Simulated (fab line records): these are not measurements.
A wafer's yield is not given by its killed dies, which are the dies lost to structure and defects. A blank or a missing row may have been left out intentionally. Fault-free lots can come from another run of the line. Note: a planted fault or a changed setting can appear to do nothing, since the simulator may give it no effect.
fab line records | flow sfqLine
[record] lots = 14 | wafers = 42 | lastDay = 100
route steps=325 shown L0@12 M2@89 I2@106 M4@158
lots with no fault: from the same line, run without faults
startH: the number of hours between the record's first day and the start of the first shown wafer of the lot | waitH: hours since the lot's step before | " as in the row above | L1.1+2: one row covering several wafers at once | - either no value or no given start | * or withheld: withheld | < > ~ a bound
route shown NAME@n: NAME is a module with steps in the file, n the number in the route of the first one | usual: mean/standard deviation of fault-free wafers | same: alike in all rows | chamber/n: place in a boat | sites: each site's reading | _std_site: their standard deviation | _edge_site: outer sites' mean less inner sites' | radiusMm: for every site, how far away it sits from the centre of the wafer | mask NAME#n: copy n | behind: the last tool/chamber to shape the wafer | hold: what put the lot on hold/how long, in hours/how the hold closed | device: the transistor (n, p or np) that didn't switch | end of line: the same wafers' tests at the end of the route | step lacking rows: just its recipe | killed: not the wafer's yield, but the dies lost to structure and defects at the first sort | map: shows each die of a wafer: x if killed, . if not, _ if none is there
set.NAME: the run value of the setting; set.NAME@STEP: its run value at that earlier step | model.NAME: the simulator's own value behind a step, which no gauge read
route steps across a sampled set of lots; one table per step, one row per wafer
services: a tool's chamber out of use, with start hour (startH, from the record's first day; less than 0 if before it), hours out, and reason
[[steps]]
[step SFQ_TRILAYER_L0_BARC_OPEN_METAL_ETCH_010]
[recipe] maskMaterial = PR | chemistry = O2 | targetDepthNm = 125 | target = BARC | icpW = 600 | biasW = 80 | pressureMtorr = 10 | timeS = 41.7
[usual] chamberPressureMTorr = 10.000/0.0098 | drypumpMotorCurrentA = 6.0/0.42 | oesProductAu = 0.685/0.0044
lot.wafer | tool        | chamber | startH | waitH | chamberPressureMTorr | drypumpMotorCurrentA | oesProductAu | rfHoursCounterH
L825.1    | rieMetal-02 | 1       | 86.27  | 0.1   | 10.000               | 6.4                  | 0.688        | 75
L825.2    | "           | 0       | "      | "     | 10.011               | 5.6                  | 0.679        | 29
L825.3    | "           | 0       | "      | "     | 10.013               | 5.6                  | 0.685        | -
L826.1    | rieMetal-02 | 1       | 95.99  | 0.1   | 10.018               | 6.3                  | 0.678        | 76
L826.3    | "           | 1       | "      | "     | 9.998                | 6.3                  | 0.677        | -
L826.5    | "           | 1       | "      | "     | 9.990                | 6.3                  | 0.680        | -
L827.2    | rieMetal-02 | 0       | 99.59  | 0.1   | 9.993                | 5.6                  | 0.686        | 31
L827.4    | "           | 0       | "      | "     | 10.010               | 5.6                  | 0.682        | -
L827.6    | "           | 1       | "      | "     | 10.019               | 6.3                  | 0.681        | -
L829.2    | rieMetal-02 | 0       | 114.05 | 0.1   | 10.001               | 5.6                  | 0.683        | 32
L829.4    | "           | 1       | "      | "     | 9.997                | 6.3                  | 0.690        | -
L829.6    | "           | 1       | "      | "     | 9.998                | 6.3                  | 0.691        | -
L830.1    | rieMetal-03 | 1       | 121.25 | 0.1   | 9.990                | 5.3                  | 0.690        | 4
L830.4    | "           | 0       | "      | "     | 10.007               | 6.0                  | 0.682        | -
L830.5    | "           | 1       | "      | "     | 10.014               | 5.3                  | 0.688        | -
L831.1    | rieMetal-04 | 1       | 128.49 | 0.1   | 10.004               | 6.1                  | 0.679        | 140
L831.4    | "           | 1       | "      | "     | 9.992                | 6.1                  | 0.688        | -
L831.5    | "           | 0       | "      | "     | 9.990                | 6.7                  | 0.688        | -
L832.1    | rieMetal-03 | 1       | 133.25 | 0.1   | 9.985                | 5.3                  | 0.687        | 7
L832.3    | "           | 1       | "      | "     | 9.994                | 5.3                  | 0.681        | -
L832.5    | "           | 1       | "      | "     | 10.009               | 5.3                  | 0.688        | -
L833.1    | rieMetal-02 | 0       | 136.85 | 0.1   | 10.007               | 5.6                  | 0.689        | 36
L833.2    | "           | 1       | "      | "     | 9.987                | 6.3                  | 0.685        | 83
L833.4    | "           | 1       | "      | "     | 10.013               | 6.4                  | 0.692        | -
L836.3    | rieMetal-02 | 0       | 153.71 | 0.1   | 9.993                | 5.6                  | 0.681        | -
L836.4    | "           | 1       | "      | "     | 10.004               | 6.4                  | 0.688        | -
L836.6    | "           | 0       | "      | "     | 9.995                | 5.7                  | 0.684        | -
L843.3    | rieMetal-03 | 0       | 193.44 | 0.1   | 9.994                | 6.0                  | 0.684        | -
L843.5    | "           | 0       | "      | "     | 9.980                | 6.0                  | 0.683        | -
L843.6    | "           | 0       | "      | "     | 10.015               | 6.0                  | 0.682        | -
L845.3    | rieMetal-04 | 0       | 203.02 | 0.1   | 10.013               | 6.7                  | 0.684        | -
L845.4    | "           | 1       | "      | "     | 10.000               | 6.1                  | 0.686        | -
L845.6    | "           | 1       | "      | "     | 9.992                | 6.1                  | 0.679        | -
L846.2    | rieMetal-02 | 1       | 211.40 | 0.1   | 10.002               | 6.4                  | 0.691        | 97
L846.3    | "           | 1       | "      | "     | 9.988                | 6.4                  | 0.686        | -
L846.4    | "           | 0       | "      | "     | 10.012               | 5.6                  | 0.684        | -
L847.1    | rieMetal-03 | 0       | 222.20 | 0.1   | 9.998                | 6.0                  | 0.689        | 185
L847.4    | "           | 0       | "      | "     | 10.015               | 6.0                  | 0.692        | -
L847.5    | "           | 0       | "      | "     | 10.017               | 6.0                  | 0.686        | -
L848.1    | rieMetal-03 | 0       | 225.80 | 0.1   | 9.996                | 6.0                  | 0.690        | 186
L848.3    | "           | 0       | "      | "     | 9.982                | 6.0                  | 0.689        | -
L848.6    | "           | 0       | "      | "     | 10.002               | 6.0                  | 0.684        | -
[step SFQ_TRILAYER_M2_DEP_SPUTTER_055]
[recipe] material = Nb | basePressurePa = 1.33e-06 | chamberPressurePa = 0.1333 | substrateTempC = 20 | resputterCathodeVoltageV = 400 | targetThkNm = 200 | powerW = 2000 | timeS = 133.3
[usual] cathodeDcPowerW = 2000.0/0.34 | resputterCathodeVoltageV = 400/4.5 | throttleValvePct = 30.3/1
lot.wafer | tool          | chamber | startH | waitH | cathodeDcPowerW | resputterCathodeVoltageV | throttleValvePct
L825.1    | pvdSputter-03 | -       | 719.16 | 0.0   | 2000.0          | 395                      | 29.6
L825.2    | "             | -       | "      | "     | 2001.0          | 394                      | 30.4
L825.3    | "             | -       | "      | "     | 1999.6          | 400                      | 30.3
L826.1    | pvdSputter-03 | -       | 755.16 | 0.0   | 2000.0          | 399                      | 30.3
L826.3    | "             | -       | "      | "     | 2000.5          | 403                      | 29.5
L826.5    | "             | -       | "      | "     | 1999.7          | 405                      | 31.0
L827.2    | pvdSputter-06 | -       | 765.10 | 0.0   | 2000.4          | 399                      | 30.4
L827.4    | "             | -       | "      | "     | 2000.1          | 403                      | 29.3
L827.6    | "             | -       | "      | "     | 1999.9          | 404                      | 29.5
L829.2    | pvdSputter-03 | -       | 777.36 | 0.0   | 2000.4          | 399                      | 29.6
L829.4    | "             | -       | "      | "     | 2000.2          | 398                      | 30.2
L829.6    | "             | -       | "      | "     | 1999.6          | 394                      | 30.4
L830.1    | pvdSputter-05 | -       | 793.85 | 0.0   | 1999.9          | 395                      | 29.3
L830.4    | "             | -       | "      | "     | 1999.9          | 406                      | 31.3
L830.5    | "             | -       | "      | "     | 2000.9          | 391                      | 31.2
L831.1    | pvdSputter-05 | -       | 811.83 | 0.0   | 2000.8          | 402                      | 29.5
L831.4    | "             | -       | "      | "     | 1999.8          | 402                      | 31.1
L831.5    | "             | -       | "      | "     | 1999.9          | 399                      | 28.6
L832.1    | pvdSputter-03 | -       | 820.23 | 0.0   | 1999.2          | 401                      | 29.6
L832.3    | "             | -       | "      | "     | 1999.2          | 395                      | 30.7
L832.5    | "             | -       | "      | "     | 1999.3          | 402                      | 29.3
L833.1    | pvdSputter-05 | -       | 833.30 | 0.0   | 2000.1          | 400                      | 30.7
L833.2    | "             | -       | "      | "     | 2000.2          | 394                      | 28.8
L833.4    | "             | -       | "      | "     | 1999.6          | 403                      | 31.5
L836.3    | pvdSputter-03 | -       | 869.30 | 0.0   | 1999.9          | 409                      | 30.5
L836.4    | "             | -       | "      | "     | 2000.1          | 406                      | 30.9
L836.6    | "             | -       | "      | "     | 2000.0          | 403                      | 30.2
L843.3    | pvdSputter-06 | -       | 922.21 | 0.0   | 2000.1          | 404                      | 29.5
L843.5    | "             | -       | "      | "     | 2000.1          | 402                      | 32.3
L843.6    | "             | -       | "      | "     | 2000.1          | 407                      | 30.0
L845.3    | pvdSputter-03 | -       | 928.24 | 0.0   | 2000.2          | 398                      | 30.7
L845.4    | "             | -       | "      | "     | 1999.9          | 402                      | 29.8
L845.6    | "             | -       | "      | "     | 2000.0          | 400                      | 29.5
L846.2    | pvdSputter-03 | -       | 933.01 | 0.0   | 2000.3          | 393                      | 29.5
L846.3    | "             | -       | "      | "     | 2000.3          | 403                      | 30.4
L846.4    | "             | -       | "      | "     | 1999.6          | 405                      | 30.9
L847.1    | pvdSputter-05 | -       | 966.28 | 0.0   | 2000.0          | 401                      | 31.2
L847.4    | "             | -       | "      | "     | 2000.2          | 408                      | 29.4
L847.5    | "             | -       | "      | "     | 1999.8          | 405                      | 28.8
L848.1    | pvdSputter-06 | -       | 977.19 | 0.0   | 1999.6          | 400                      | 29.7
L848.3    | "             | -       | "      | "     | 2000.1          | 399                      | 32.7
L848.6    | "             | -       | "      | "     | 2000.1          | 401                      | 29.6
[step SFQ_M2_RS_MEAS_914]
[recipe] thkMeasGauge = four-point-probe | reads = Nb_of_TRILAYER_M2_DEP_SPUTTER_055
[usual] M2_NB_RS = 0.892/0.011
lot.wafer | tool         | chamber | startH | waitH | M2_NB_RS[ohm/sq]
L825.1    | filmMetro-04 | -       | 719.25 | 0.0   | 0.866
L825.2    | "            | -       | "      | "     | 0.888
L825.3    | "            | -       | "      | "     | 0.875
L826.1    | filmMetro-01 | -       | 755.25 | 0.0   | 0.868
L826.3    | "            | -       | "      | "     | 0.860
L826.5    | "            | -       | "      | "     | 0.878
L827.2    | filmMetro-04 | -       | 765.21 | 0.1   | 0.906
L827.4    | "            | -       | "      | "     | 0.909
L827.6    | "            | -       | "      | "     | 0.907
L829.2    | filmMetro-02 | -       | 777.47 | 0.1   | 0.882
L829.4    | "            | -       | "      | "     | 0.885
L829.6    | "            | -       | "      | "     | 0.886
L830.1    | filmMetro-01 | -       | 793.94 | 0.0   | 0.893
L830.4    | "            | -       | "      | "     | 0.895
L830.5    | "            | -       | "      | "     | 0.886
L831.1    | filmMetro-02 | -       | 811.92 | 0.0   | 0.894
L831.4    | "            | -       | "      | "     | 0.897
L831.5    | "            | -       | "      | "     | 0.889
L832.1    | filmMetro-04 | -       | 820.32 | 0.0   | 0.887
L832.3    | "            | -       | "      | "     | 0.892
L832.5    | "            | -       | "      | "     | 0.889
L833.1    | filmMetro-04 | -       | 833.39 | 0.0   | 0.874
L833.2    | "            | -       | "      | "     | 0.882
L833.4    | "            | -       | "      | "     | 0.875
L836.3    | filmMetro-02 | -       | 869.43 | 0.1   | 0.909
L836.4    | "            | -       | "      | "     | 0.907
L836.6    | "            | -       | "      | "     | 0.904
L843.3    | filmMetro-02 | -       | 922.34 | 0.1   | 0.887
L843.5    | "            | -       | "      | "     | 0.892
L843.6    | "            | -       | "      | "     | 0.887
L845.3    | filmMetro-01 | -       | 928.37 | 0.1   | 1.237
L845.4    | "            | -       | "      | "     | 1.234
L845.6    | "            | -       | "      | "     | 1.239
L846.2    | filmMetro-01 | -       | 933.12 | 0.1   | 1.190
L846.3    | "            | -       | "      | "     | 1.203
L846.4    | "            | -       | "      | "     | 1.198
L847.1    | filmMetro-01 | -       | 966.37 | 0.0   | 0.889
L847.4    | "            | -       | "      | "     | 0.889
L847.5    | "            | -       | "      | "     | 0.895
L848.1    | filmMetro-01 | -       | 977.28 | 0.0   | 0.885
L848.3    | "            | -       | "      | "     | 0.890
L848.6    | "            | -       | "      | "     | 0.892
[step SFQ_TRILAYER_M2_ETCH_METAL_ETCH_060]
[recipe] target = Nb | stopOn = SiO2 | maskMaterial = PR | chemistry = Cl2/Ar | targetDepthNm = 240 | icpW = 600 | biasW = 80 | pressureMtorr = 10 | timeS = 120
[usual] chamberPressureMTorr = 10.000/0.0092 | drypumpMotorCurrentA = 5.9/0.48 | oesProductAu = 0.892/0.0074
lot.wafer | tool        | chamber | startH  | waitH | chamberPressureMTorr | drypumpMotorCurrentA | oesProductAu | rfHoursCounterH
L825.1    | rieMetal-04 | 0       | 870.78  | 0.0   | 10.008               | 6.7                  | 0.908        | 30
L825.2    | "           | 1       | "       | "     | 9.989                | 6.1                  | 0.896        | 70
L825.3    | "           | 1       | "       | "     | 9.995                | 6.1                  | 0.898        | -
L826.1    | rieMetal-01 | 0       | 901.98  | 0.0   | 10.013               | 5.9                  | 0.898        | 79
L826.3    | "           | 0       | "       | "     | 10.003               | 5.8                  | 0.906        | -
L826.5    | "           | 0       | "       | "     | 9.994                | 5.8                  | 0.899        | -
L827.2    | rieMetal-03 | 0       | 910.51  | 0.0   | 9.997                | 6.0                  | 0.885        | 63
L827.4    | "           | 1       | "       | "     | 9.993                | 5.3                  | 0.886        | -
L827.6    | "           | 1       | "       | "     | 9.997                | 5.3                  | 0.881        | -
L829.2    | rieMetal-03 | 0       | 926.11  | 0.0   | 9.990                | 6.0                  | 0.894        | 65
L829.4    | "           | 1       | "       | "     | 10.012               | 5.2                  | 0.901        | -
L829.6    | "           | 1       | "       | "     | 9.990                | 5.2                  | 0.894        | -
L830.1    | rieMetal-01 | 1       | 941.71  | 0.0   | 9.987                | 5.5                  | 0.892        | 48
L830.4    | "           | 0       | "       | "     | 9.998                | 5.8                  | 0.892        | -
L830.5    | "           | 0       | "       | "     | 9.999                | 5.8                  | 0.893        | -
L831.1    | rieMetal-04 | 1       | 975.04  | 0.0   | 10.004               | 6.1                  | 0.888        | 84
L831.4    | "           | 1       | "       | "     | 10.001               | 6.1                  | 0.881        | -
L831.5    | "           | 1       | "       | "     | 10.008               | 6.1                  | 0.886        | -
L832.1    | rieMetal-03 | 1       | 983.44  | 0.0   | 9.995                | 5.2                  | 0.894        | 118
L832.3    | "           | 0       | "       | "     | 9.988                | 6.0                  | 0.902        | -
L832.5    | "           | 0       | "       | "     | 10.004               | 6.0                  | 0.892        | -
L833.1    | rieMetal-04 | 1       | 994.24  | 0.0   | 10.006               | 6.1                  | 0.892        | 86
L833.2    | "           | 0       | "       | "     | 10.004               | 6.7                  | 0.904        | 46
L833.4    | "           | 0       | "       | "     | 9.989                | 6.7                  | 0.896        | -
L836.3    | rieMetal-04 | 1       | 1030.41 | 0.1   | 10.001               | 6.1                  | 0.887        | -
L836.4    | "           | 0       | "       | "     | 10.003               | 6.6                  | 0.883        | -
L836.6    | "           | 0       | "       | "     | 9.986                | 6.6                  | 0.880        | -
L843.3    | rieMetal-04 | 0       | 1073.51 | 0.1   | 10.009               | 6.6                  | 0.900        | -
L843.5    | "           | 0       | "       | "     | 9.997                | 6.7                  | 0.888        | -
L843.6    | "           | 0       | "       | "     | 9.995                | 6.7                  | 0.900        | -
L845.3    | rieMetal-01 | 1       | 1079.40 | 0.1   | 9.973                | 5.5                  | 0.747        | -
L845.4    | "           | 0       | "       | "     | 10.015               | 5.8                  | 0.759        | -
L845.6    | "           | 1       | "       | "     | 9.998                | 5.5                  | 0.749        | -
L846.2    | rieMetal-01 | 0       | 1086.56 | 0.0   | 10.015               | 5.9                  | 0.759        | 101
L846.3    | "           | 0       | "       | "     | 9.990                | 5.8                  | 0.760        | -
L846.4    | "           | 1       | "       | "     | 9.996                | 5.5                  | 0.762        | -
L847.1    | rieMetal-01 | 0       | 1114.09 | 0.0   | 10.001               | 5.8                  | 0.894        | 104
L847.4    | "           | 0       | "       | "     | 9.997                | 5.8                  | 0.898        | -
L847.5    | "           | 0       | "       | "     | 10.002               | 5.8                  | 0.885        | -
L848.1    | rieMetal-03 | 1       | 1125.30 | 0.0   | 9.997                | 5.3                  | 0.899        | 8
L848.3    | "           | 1       | "       | "     | 10.010               | 5.3                  | 0.894        | -
L848.6    | "           | 1       | "       | "     | 10.011               | 5.3                  | 0.894        | -
[step SFQ_TRILAYER_I2_METRO_MEASURE_065]
[usual] thkNm = 199.9/1.1
lot.wafer | tool         | chamber | startH  | waitH | thkNm
L825.1    | filmMetro-01 | -       | 874.92  | 0.1   | 202.1
L825.2    | "            | -       | "       | "     | 200.5
L825.3    | "            | -       | "       | "     | 199.8
L826.1    | filmMetro-03 | -       | 908.58  | 0.1   | 199.5
L826.3    | "            | -       | "       | "     | 199.5
L826.5    | "            | -       | "       | "     | 198.6
L827.2    | filmMetro-03 | -       | 917.78  | 0.3   | 198.8
L827.4    | "            | -       | "       | "     | 198.3
L827.6    | "            | -       | "       | "     | 199.4
L829.2    | filmMetro-01 | -       | 930.41  | 0.3   | 199.3
L829.4    | "            | -       | "       | "     | 197.9
L829.6    | "            | -       | "       | "     | 200.2
L830.1    | filmMetro-01 | -       | 947.62  | 0.1   | 199.8
L830.4    | "            | -       | "       | "     | 198.4
L830.5    | "            | -       | "       | "     | 200.7
L831.1    | filmMetro-03 | -       | 979.78  | 0.1   | 201.0
L831.4    | "            | -       | "       | "     | 199.9
L831.5    | "            | -       | "       | "     | 200.4
L832.1    | filmMetro-03 | -       | 988.16  | 0.1   | 199.0
L832.3    | "            | -       | "       | "     | 198.7
L832.5    | "            | -       | "       | "     | 197.2
L833.1    | filmMetro-03 | -       | 998.94  | 0.1   | 199.1
L833.2    | "            | -       | "       | "     | 200.1
L833.4    | "            | -       | "       | "     | 200.3
L836.3    | filmMetro-01 | -       | 1037.23 | 0.5   | 201.1
L836.4    | "            | -       | "       | "     | 200.9
L836.6    | "            | -       | "       | "     | 200.7
L843.3    | filmMetro-02 | -       | 1083.62 | 0.5   | 199.5
L843.5    | "            | -       | "       | "     | 199.5
L843.6    | "            | -       | "       | "     | 199.8
L845.3    | filmMetro-02 | -       | 1089.62 | 0.5   | 200.8
L845.4    | "            | -       | "       | "     | 199.9
L845.6    | "            | -       | "       | "     | 199.8
L846.2    | filmMetro-02 | -       | 1100.26 | 0.3   | 199.7
L846.3    | "            | -       | "       | "     | 200.7
L846.4    | "            | -       | "       | "     | 201.6
L847.1    | filmMetro-01 | -       | 1118.19 | 0.1   | 200.5
L847.4    | "            | -       | "       | "     | 200.2
L847.5    | "            | -       | "       | "     | 201.8
L848.1    | filmMetro-03 | -       | 1129.40 | 0.1   | 201.3
L848.3    | "            | -       | "       | "     | 199.8
L848.6    | "            | -       | "       | "     | 200.7
[step SFQ_M4_OVL_MEAS_926]
[usual] M4_OVL = -4/5.9
lot.wafer | tool       | chamber | startH  | waitH | M4_OVL[nm]
L825.1    | overlay-01 | -       | 1340.68 | 0.1   | -17
L825.2    | "          | -       | "       | "     | -7
L825.3    | "          | -       | "       | "     | -15
L826.1    | overlay-01 | -       | 1369.48 | 0.1   | -5
L826.3    | "          | -       | "       | "     | -9
L826.5    | "          | -       | "       | "     | -10
L827.2    | overlay-01 | -       | 1376.84 | 0.1   | -4
L827.4    | "          | -       | "       | "     | -4
L827.6    | "          | -       | "       | "     | -8
L829.2    | overlay-02 | -       | 1389.88 | 0.1   | -9
L829.4    | "          | -       | "       | "     | 0
L829.6    | "          | -       | "       | "     | -2
L830.1    | overlay-01 | -       | 1397.08 | 0.1   | -2
L830.4    | "          | -       | "       | "     | -4
L830.5    | "          | -       | "       | "     | -1
L831.1    | overlay-02 | -       | 1420.00 | 0.1   | -7
L831.4    | "          | -       | "       | "     | 3
L831.5    | "          | -       | "       | "     | -9
L832.1    | overlay-02 | -       | 1429.60 | 0.1   | -8
L832.3    | "          | -       | "       | "     | -3
L832.5    | "          | -       | "       | "     | -2
L833.1    | overlay-01 | -       | 1434.40 | 0.1   | -7
L833.2    | "          | -       | "       | "     | -4
L833.4    | "          | -       | "       | "     | 2
L836.3    | overlay-01 | -       | 1468.39 | 0.1   | 1
L836.4    | "          | -       | "       | "     | 7
L836.6    | "          | -       | "       | "     | 5
L843.3    | overlay-01 | -       | 1501.33 | 0.1   | -2
L843.5    | "          | -       | "       | "     | -4
L843.6    | "          | -       | "       | "     | 5
L845.3    | overlay-02 | -       | 1508.53 | 0.1   | -6
L845.4    | "          | -       | "       | "     | -6
L845.6    | "          | -       | "       | "     | -4
L846.2    | overlay-02 | -       | 1510.93 | 0.1   | -13
L846.3    | "          | -       | "       | "     | 0
L846.4    | "          | -       | "       | "     | -11
L847.1    | overlay-01 | -       | 1512.12 | 0.1   | -10
L847.4    | "          | -       | "       | "     | -1
L847.5    | "          | -       | "       | "     | -9
L848.1    | overlay-01 | -       | 1530.25 | 0.1   | -11
L848.3    | "          | -       | "       | "     | -14
L848.6    | "          | -       | "       | "     | -15
[[services]]
tool          | chamber | startH | hours | kind
rieMetal-03   | 0       | 128.06 | 51.6  | repair
rieMetal-03   | 1       | 157.27 | 74.5  | repair
rieMetal-04   | -       | 165.06 | 14.6  | pm
pvdSputter-03 | -       | 176.96 | 1.7   | repair
rieMetal-04   | 0       | 226.20 | 9.0   | repair
rieMetal-04   | 1       | 233.73 | 3.3   | repair
rieMetal-04   | -       | 236.72 | 2.8   | pm
rieMetal-03   | 0       | 243.55 | 4.4   | repair
rieMetal-02   | -       | 266.28 | 2.8   | pm
rieMetal-04   | 1       | 268.63 | 4.9   | repair
pvdSputter-03 | -       | 275.37 | 4.1   | repair
rieMetal-04   | -       | 301.20 | 1.9   | repair
pvdSputter-03 | -       | 310.11 | 1.7   | repair
pvdSputter-03 | -       | 334.29 | 32.6  | repair
rieMetal-03   | 0       | 393.55 | 15.6  | repair
pvdSputter-03 | -       | 402.92 | 2.2   | repair
rieMetal-03   | 1       | 425.89 | 24.6  | repair
rieMetal-04   | 1       | 449.75 | 16.4  | repair
rieMetal-04   | -       | 516.01 | 0.2   | repair
rieMetal-03   | 0       | 591.17 | 129.4 | repair
rieMetal-03   | 1       | 698.54 | 26.8  | repair
rieMetal-03   | -       | 720.57 | 14.6  | pm
rieMetal-03   | -       | 789.94 | 1.3   | repair
rieMetal-03   | -       | 871.42 | 2.8   | pm
[[key]]
[firstSign] step = SFQ_M2_RS_MEAS_914 | reading = M2_NB_RS | direction = up | sigmas = 29 | usual = 0.892 | struck = 1.217
[effect] step = SFQ_TRILAYER_M2_ETCH_METAL_ETCH_060 | reading = oesProductAu | direction = down | sigmas = 18 | usual = 0.892 | struck = 0.756
metAt SFQ_TRILAYER_M2_DEP_SPUTTER_055
struckLots L845,L846
notActingAt SFQ_TRILAYER_L0_BARC_OPEN_METAL_ETCH_010,SFQ_TRILAYER_I2_METRO_MEASURE_065,SFQ_M4_OVL_MEAS_926
onsetBetween 869.30 928.24
[fault] kind = processParameterDrift | tool = pvdSputter-03 | chamber = - | onsetH = 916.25 | steps = SFQ_TRILAYER_M2_DEP_SPUTTER_055 | channel = targetThkNm | offset = -51.301 | shape = step | endH = 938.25 | actsIn = theseRecipesOnly | stated = 200
